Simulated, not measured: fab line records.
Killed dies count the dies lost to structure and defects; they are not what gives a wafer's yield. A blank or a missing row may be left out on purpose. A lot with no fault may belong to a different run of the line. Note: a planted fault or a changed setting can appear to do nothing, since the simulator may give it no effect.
fab line records	flow gf180mcu
record lots=6	wafers=18	last-day=33
route steps=602 shown TOP_METAL@577 PASSIVATION@587
lots with no fault: from the same line, run without faults
start-h: the number of hours between the record's first day and the start of the first shown wafer of the lot	wait-h: how many hours have passed since the lot's step before this one	" same as the row above	L1.1+2: one row covering several wafers at once	- no value, or no start was given	* or withheld: withheld	< > ~ a bound
route shown NAME@n: NAME is a module with steps in the file, n the number in the route of the first one	usual: average and standard deviation across the fault-free wafers	same: alike in all rows	chamber/n: place in a boat	sites: each site's reading	_std_site: the values' standard deviation	_edge_site: mean of outer sites minus mean of inner sites	radius-mm: how far each site lies from the wafer's centre	mask NAME#n: copy n	behind: the most recent tool/chamber to have shaped the wafer	hold: cause of the lot's hold/its duration in hours/its outcome	device: which transistor (n, p or np) failed to switch	end of line: the same wafers' tests at the end of the route	a step without rows: its recipe alone	killed: dies that structure and defects cost at the first sort, which is not the same as the wafer's yield	map: a wafer's dies, marking killed ones x, the rest . and places with no die _
set.NAME: setting as actually run; set.NAME@STEP: the setting as run at that earlier step	model.NAME: the simulator's own value behind a step, which no gauge read
lots at selected steps of the route; one table per step, one row per wafer
services: when a tool's chamber went out of use (start-h, in hours from the record's first day, below 0 if earlier), for how many hours, and the reason
## steps
# step GF_TOP_METAL_SOFTBAKE_10
# recipe temp-c=90	time-s=60	resist=NOVOLAK
# step GF_TOP_METAL_EXPOSE_11
# recipe mask-id=MetalTop	target-cd-nm=440	na=0.6	source-shape=conventional	sigma-outer=0.6	dose-mj=170
# step GF_TOP_METAL_PEB_12
# recipe temp-c=withheld	time-s=*	resist=NOVOLAK
# step GF_TOP_METAL_DEVELOP_13
# recipe develop-time-s=60	dev-temp-c=23
# step GF_TOP_METAL_CD_MEAS_14
# recipe target-cd-nm=440
# usual cd-nm=440.1/2.6
lot.wafer	tool	chamber	start-h	wait-h	cd-nm
L795.1	cd-sem-01	-	658.22	0.1	433.9
L795.2	"	-	"	"	435.0
L795.6	"	-	"	"	434.8
L800.3	cd-sem-02	-	702.21	0.1	441.1
L800.4	"	-	"	"	441.8
L800.6	"	-	"	"	440.8
L811.1	cd-sem-01	-	768.42	0.1	438.1
L811.5	"	-	"	"	435.7
L811.6	"	-	"	"	439.0
L812.1	cd-sem-02	-	772.22	0.1	443.6
L812.2	"	-	"	"	443.9
L812.5	"	-	"	"	444.9
L813.2	cd-sem-01	-	779.24	0.1	438.4
L813.5	"	-	"	"	438.5
L813.6	"	-	"	"	439.8
L814.4	cd-sem-02	-	783.33	0.1	438.9
L814.5	"	-	"	"	437.4
L814.6	"	-	"	"	434.3
# step GF_TOP_METAL_OVL_MEAS_15
# usual TOP_METAL_OVL=-0.3/1.5
lot.wafer	tool	chamber	start-h	wait-h	TOP_METAL_OVL[nm]
L795.1	overlay-02	-	658.34	0.1	-0.9
L795.2	"	-	"	"	-0.3
L795.6	"	-	"	"	-0.6
L800.3	overlay-01	-	702.30	0.1	-1.1
L800.4	"	-	"	"	-3.4
L800.6	"	-	"	"	-1.2
L811.1	overlay-01	-	768.54	0.1	0.5
L811.5	"	-	"	"	-1.0
L811.6	"	-	"	"	0.1
L812.1	overlay-02	-	772.34	0.1	0.7
L812.2	"	-	"	"	0.7
L812.5	"	-	"	"	2.7
L813.2	overlay-01	-	779.34	0.1	-2.1
L813.5	"	-	"	"	-2.4
L813.6	"	-	"	"	-2.9
L814.4	overlay-02	-	783.41	0.1	-1.6
L814.5	"	-	"	"	-1.1
L814.6	"	-	"	"	-1.8
# step GF_TOP_METAL_METAL_ETCH_16
# recipe chemistry=Cl2/BCl3	mask-material=NOVOLAK	target-depth-nm=1197	stop-on=SiO2	pressure-mtorr=8	icp-w=800	bias-w=140	Cl2_flow_sccm=80	bcl3-flow-sccm=40	time-s=199.5
# usual drypump-motor-current-A=5.5/0.6	he-backside-leak-sccm=3.5/0.36	oes-product-au=0.986/0.006	throttle-valve-pct=28.234/0.01
lot.wafer	tool	chamber	start-h	wait-h	drypump-motor-current-A	he-backside-leak-sccm	oes-product-au	rf-hours-counter-h	throttle-valve-pct
L795.1	rie-metal-03	0	658.38	0.0	4.9	3.4	0.989	7	28.231
L795.2	"	1	"	"	4.9	3.6	0.987	12	28.224
L795.6	"	0	"	"	4.9	3.3	0.994	-	28.219
L800.3	rie-metal-04	1	702.39	0.1	5.9	3.3	0.988	-	28.235
L800.4	"	0	"	"	5.3	3.6	0.989	-	28.211
L800.6	"	0	"	"	5.4	3.9	0.989	-	28.206
L811.1	rie-metal-04	0	768.58	0.0	5.3	3.4	0.980	11	28.237
L811.5	"	0	"	"	5.3	3.5	0.986	-	28.227
L811.6	"	1	"	"	5.9	3.2	0.979	-	28.256
L812.1	rie-metal-03	0	772.37	0.0	4.9	3.6	0.983	12	28.236
L812.2	"	0	"	"	4.9	3.5	0.982	-	28.241
L812.5	"	0	"	"	4.9	3.5	0.973	-	28.254
L813.2	rie-metal-03	0	779.43	0.1	4.9	3.6	0.987	-	28.221
L813.5	"	0	"	"	4.9	3.5	0.985	-	28.229
L813.6	"	0	"	"	4.9	3.5	0.985	-	28.241
L814.4	rie-metal-03	0	783.49	0.1	4.9	3.6	0.986	-	28.232
L814.5	"	0	"	"	4.8	3.5	0.983	-	28.231
L814.6	"	1	"	"	4.9	3.4	0.987	-	28.237
# step GF_TOP_METAL_STRIP_17
# recipe chemistry=O2/N2	power-w=1400	pressure-mtorr=1500	platen-temp-c=250	o2-flow-sccm=3000	n2-flow-sccm=300	overash-fraction=0.5
# usual drypump-motor-current-A=5.9/0.38	heater-power-w=338/16	oes-product-au=0.711/0.0047	strip-time-to-endpoint-s=12.97/0.075
# same overash-fraction=0.5
lot.wafer	tool	chamber	start-h	wait-h	drypump-motor-current-A	heater-power-w	oes-product-au	rf-hours-counter-h	strip-time-to-endpoint-s
L795.1	plasma-asher-03	0	658.57	0.1	5.8	333	0.711	89	12.99
L795.2	"	1	"	"	6.5	339	0.707	89	12.93
L795.6	"	1	"	"	6.5	334	0.716	-	12.93
L800.3	plasma-asher-03	0	702.55	0.1	5.7	336	0.705	-	12.94
L800.4	"	1	"	"	6.5	340	0.708	-	12.79
L800.6	"	0	"	"	5.7	337	0.710	-	12.82
L811.1	plasma-asher-04	0	768.77	0.1	6.1	358	0.706	68	12.93
L811.5	"	0	"	"	6.1	363	0.715	-	12.88
L811.6	"	1	"	"	5.3	330	0.705	-	13.09
L812.1	plasma-asher-01	0	772.75	0.3	6.0	323	0.710	3	13.01
L812.2	"	1	"	"	5.9	356	0.712	3	13.07
L812.5	"	1	"	"	5.9	364	0.717	-	13.06
L813.2	plasma-asher-03	0	779.75	0.3	5.8	327	0.710	100	12.97
L813.5	"	1	"	"	6.5	334	0.707	-	12.96
L813.6	"	0	"	"	5.8	335	0.717	-	12.92
L814.4	plasma-asher-04	0	783.65	0.1	6.1	356	0.714	-	13.02
L814.5	"	0	"	"	6.1	357	0.711	-	12.94
L814.6	"	1	"	"	5.3	332	0.707	-	12.92
# step GF_TOP_METAL_STRIP_18
# recipe chemistry=post-etch-residue-remover	time-s=1200	temp-c=72.5
# step GF_TOP_METAL_CLEAN_19
# recipe chemistry=DIW	dry=n2-spin
# step GF_PASSIVATION_CVD_00
# recipe material=SiO2	target-thk-nm=1000	precursor=TEOS	temp-c=400	time-s=111.95	rf-w=600
# usual heater-power-w=641/110
lot.wafer	tool	chamber	start-h	wait-h	heater-power-w	since-wet-clean-h
L795.1	pecvd-04	2	659.13	0.0	895	276
L795.2	"	0	"	"	578	276
L795.6	"	0	"	"	595	-
L800.3	pecvd-01	0	703.12	0.0	652	-
L800.4	"	1	"	"	457	-
L800.6	"	0	"	"	525	-
L811.1	pecvd-01	0	769.31	0.0	607	803
L811.5	"	1	"	"	558	-
L811.6	"	0	"	"	649	-
L812.1	pecvd-01	2	773.30	0.0	716	807
L812.2	"	0	"	"	644	807
L812.5	"	1	"	"	440	-
L813.2	pecvd-03	0	780.29	0.0	622	606
L813.5	"	0	"	"	665	-
L813.6	"	2	"	"	606	-
L814.4	pecvd-03	0	784.19	0.0	512	-
L814.5	"	2	"	"	718	-
L814.6	"	1	"	"	698	-
# step GF_PASSIVATION_THK_MEAS_01
# recipe reads=SiO2_of_PASSIVATION_CVD_00
# usual PASSIVATION_CVD_00_THK=995/12
lot.wafer	tool	chamber	start-h	wait-h	PASSIVATION_CVD_00_THK[nm]
L795.1	film-metro-04	-	659.21	0.0	978
L795.2	"	-	"	"	990
L795.6	"	-	"	"	983
L800.3	film-metro-01	-	703.22	0.1	992
L800.4	"	-	"	"	995
L800.6	"	-	"	"	998
L811.1	film-metro-02	-	769.39	0.0	989
L811.5	"	-	"	"	1000
L811.6	"	-	"	"	1004
L812.1	film-metro-01	-	773.37	0.0	995
L812.2	"	-	"	"	986
L812.5	"	-	"	"	1008
L813.2	film-metro-02	-	780.38	0.0	1006
L813.5	"	-	"	"	1018
L813.6	"	-	"	"	1015
L814.4	film-metro-01	-	784.26	0.0	1018
L814.5	"	-	"	"	1007
L814.6	"	-	"	"	1019
# step GF_PASSIVATION_CVD_02
# recipe material=Si3N4	target-thk-nm=700	time-s=486.18	temp-c=400	rf-w=450
# usual heater-power-w=707/110
lot.wafer	tool	chamber	start-h	wait-h	heater-power-w	since-wet-clean-h	model.Si3N4_of_PASSIVATION_CVD_02.thk-nm
L795.1	pecvd-03	0	659.27	0.1	660	485	700.6
L795.2	"	2	"	"	809	485	699
L795.6	"	2	"	"	649	-	709.3
L800.3	pecvd-04	1	703.26	0.0	639	320	703.5
L800.4	"	1	"	"	673	-	702.7
L800.6	"	0	"	"	547	-	706.2
L811.1	pecvd-03	2	769.45	0.1	780	595	697.1
L811.5	"	1	"	"	742	-	950
L811.6	"	0	"	"	584	-	702.5
L812.1	pecvd-03	2	773.43	0.1	759	599	700.6
L812.2	"	0	"	"	651	599	694.2
L812.5	"	1	"	"	764	-	949.3
L813.2	pecvd-01	2	780.43	0.0	755	814	698.7
L813.5	"	0	"	"	654	-	702.3
L813.6	"	1	"	"	587	-	702
L814.4	pecvd-04	1	784.43	0.2	694	-	698.7
L814.5	"	2	"	"	975	-	700.7
L814.6	"	0	"	"	554	-	700.4
# step GF_PASSIVATION_THK_MEAS_03
# recipe reads=Si3N4_of_PASSIVATION_CVD_02
# usual PASSIVATION_CVD_02_THK=701/8.1
lot.wafer	tool	chamber	start-h	wait-h	PASSIVATION_CVD_02_THK[nm]
L795.1	film-metro-02	-	659.56	0.1	701
L795.2	"	-	"	"	699
L795.6	"	-	"	"	709
L800.3	film-metro-04	-	703.62	0.2	704
L800.4	"	-	"	"	702
L800.6	"	-	"	"	707
L811.1	film-metro-01	-	769.74	0.1	697
L811.5	"	-	"	"	950
L811.6	"	-	"	"	702
L812.1	film-metro-01	-	773.72	0.1	701
L812.2	"	-	"	"	695
L812.5	"	-	"	"	950
L813.2	film-metro-01	-	780.72	0.2	699
L813.5	"	-	"	"	702
L813.6	"	-	"	"	702
L814.4	film-metro-01	-	784.61	0.0	699
L814.5	"	-	"	"	701
L814.6	"	-	"	"	701
# step GF_PASSIVATION_DEHYDRATE_04
# recipe temp-c=200	time-s=60
# step GF_PASSIVATION_HMDS_05
# recipe prime-time-s=60	prime-temp-c=120
# step GF_PASSIVATION_COAT_06
# recipe spin-rpm=2000	resist-thk-nm=4000
# step GF_PASSIVATION_SOFTBAKE_07
# recipe temp-c=110	time-s=withheld
# step GF_PASSIVATION_EXPOSE_08
# recipe mask-id=Pad	target-cd-nm=40000	na=0.57	dose-mj=310
# step GF_PASSIVATION_PEB_09
# recipe temp-c=115	time-s=withheld
# step GF_PASSIVATION_DEVELOP_10
# recipe develop-time-s=61.02	dev-temp-c=23
# step GF_PASSIVATION_ETCH_11
# recipe chemistry=CF4/O2	target-depth-nm=2040	stop-on=TiN	source-w=800	bias-w=150	pressure-mtorr=150	cf4-flow-sccm=80	O2_flow_sccm=10	time-s=453.3
# usual drypump-motor-current-A=5.6/0.34	oes-product-au=0.989/0.0057	throttle-valve-pct=5.969/0.0096
lot.wafer	tool	chamber	start-h	wait-h	drypump-motor-current-A	oes-product-au	rf-hours-counter-h	throttle-valve-pct
L795.1	rie-diel-02	3	679.03	-	4.9	1.000	21	5.964
L795.2	"	0	"	"	5.1	0.991	17	5.953
L795.6	"	3	"	"	4.9	0.994	-	5.971
L800.3	rie-diel-01	0	721.72	-	5.1	0.990	1	5.976
L800.4	"	2	"	"	5.8	0.990	12	5.962
L800.6	"	1	"	"	5.9	0.990	-	5.964
L811.1	rie-diel-03	1	785.08	-	5.7	0.990	32	5.965
L811.5	"	1	"	"	5.7	0.971	-	5.959
L811.6	"	2	"	"	5.5	0.979	-	5.962
L812.1	rie-diel-02	0	788.89	-	5.1	0.985	22	5.969
L812.2	"	3	"	"	4.9	0.990	27	5.961
L812.5	"	0	"	"	5.1	0.973	-	5.972
L813.2	rie-diel-01	3	795.29	-	5.9	0.993	8	5.970
L813.5	"	3	"	"	5.9	0.984	-	5.965
L813.6	"	2	"	"	5.8	0.989	-	5.960
L814.4	rie-diel-02	3	799.73	-	4.9	0.993	28	5.982
L814.5	"	0	"	"	5.1	0.990	-	5.986
L814.6	"	1	"	"	6.1	0.998	-	5.967
# step GF_PASSIVATION_STRIP_12
# recipe chemistry=O2/N2	power-w=1400	pressure-mtorr=1500	platen-temp-c=250	o2-flow-sccm=3000	n2-flow-sccm=300	overash-fraction=0.5
# usual drypump-motor-current-A=5.9/0.38	heater-power-w=343/22	oes-product-au=0.719/0.0045	strip-time-to-endpoint-s=32.93/0.22
# same overash-fraction=0.5
lot.wafer	tool	chamber	start-h	wait-h	drypump-motor-current-A	heater-power-w	oes-product-au	rf-hours-counter-h	strip-time-to-endpoint-s
L795.1	plasma-asher-02	1	679.30	0.1	5.4	378	0.721	25	33.00
L795.2	"	0	"	"	6.1	333	0.721	25	33.27
L795.6	"	1	"	"	5.4	372	0.723	-	33.03
L800.3	plasma-asher-03	1	722.02	0.2	6.5	330	0.713	-	32.79
L800.4	"	0	"	"	5.8	329	0.722	-	33.12
L800.6	"	0	"	"	5.8	332	0.715	-	33.05
L811.1	plasma-asher-03	0	785.35	0.1	5.8	341	0.722	101	32.60
L811.5	"	0	"	"	5.8	332	0.717	-	32.70
L811.6	"	1	"	"	6.5	330	0.718	-	33.05
L812.1	plasma-asher-02	0	789.15	0.1	6.1	332	0.729	37	32.88
L812.2	"	1	"	"	5.4	369	0.714	37	32.74
L812.5	"	0	"	"	6.1	330	0.711	-	32.90
L813.2	plasma-asher-03	0	795.55	0.1	5.8	332	0.719	102	33.01
L813.5	"	1	"	"	6.5	330	0.707	-	32.87
L813.6	"	0	"	"	5.8	332	0.732	-	32.84
L814.4	plasma-asher-01	1	800.03	0.2	6.0	363	0.728	-	32.46
L814.5	"	1	"	"	6.0	359	0.716	-	32.79
L814.6	"	0	"	"	6.0	321	0.727	-	32.87
## services
tool	chamber	start-h	hours	kind
rie-diel-03	3	638.16	3.8	repair
plasma-asher-03	-	672.27	2.1	repair
pecvd-01	-	685.04	6.0	pm
rie-diel-02	-	686.35	2.8	pm
pecvd-01	2	692.13	19.1	repair
rie-diel-03	0	698.41	13.9	repair
rie-metal-03	-	718.80	0.4	repair
plasma-asher-03	-	728.35	12.3	repair
plasma-asher-01	-	733.75	9.0	pm
plasma-asher-02	-	737.97	1.8	repair
rie-diel-01	1	741.04	3.7	repair
rie-diel-03	2	745.08	35.7	repair
pecvd-04	-	746.71	1.3	repair
rie-diel-03	-	756.69	4.3	pm
rie-metal-03	1	765.02	-	clean
rie-metal-03	1	765.02	17.9	scheduled-down
rie-metal-03	1	765.02	17.9	vent-cycle
rie-diel-03	0	775.12	6.3	repair
plasma-asher-01	-	776.27	0.8	repair
rie-diel-02	2	779.69	10.8	repair
pecvd-01	-	783.30	1.4	repair
pecvd-04	-	789.18	0.6	repair
pecvd-01	-	799.38	14.0	pm
pecvd-01	0	799.38	14.0	vent-cycle
## key
first-sign step=GF_PASSIVATION_THK_MEAS_03	reading=PASSIVATION_CVD_02_THK	direction=up	sigmas=31	usual=701	struck=950
effect step=GF_PASSIVATION_ETCH_11	reading=oes-product-au	direction=down	sigmas=3	usual=0.989	struck=0.972
model-effect step=GF_PASSIVATION_CVD_02	value=Si3N4_of_PASSIVATION_CVD_02.thk-nm	without=704.4	struck=949.6
met-at GF_PASSIVATION_CVD_02
struck-wafers L811.5,L812.5
later-rows-left-out L811.5,L812.5
sort-left-out L811.5,L812.5
fault kind=process-parameter-drift	tool=pecvd-03	chamber=1	onset-h=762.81	steps=GF_PASSIVATION_CVD_02	channel=target-thk-nm	offset=243.44	shape=step	end-h=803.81	acts-in=these-recipes-only	stated=700
# sort-left-out: the simulated sort isn't trusted on such a fault, so these wafers' sort isn't shown, and their yield isn't known
# later-rows-left-out: the simulator's readings of these wafers behind a module that went badly wrong aren't trusted and aren't shown, but for the sort
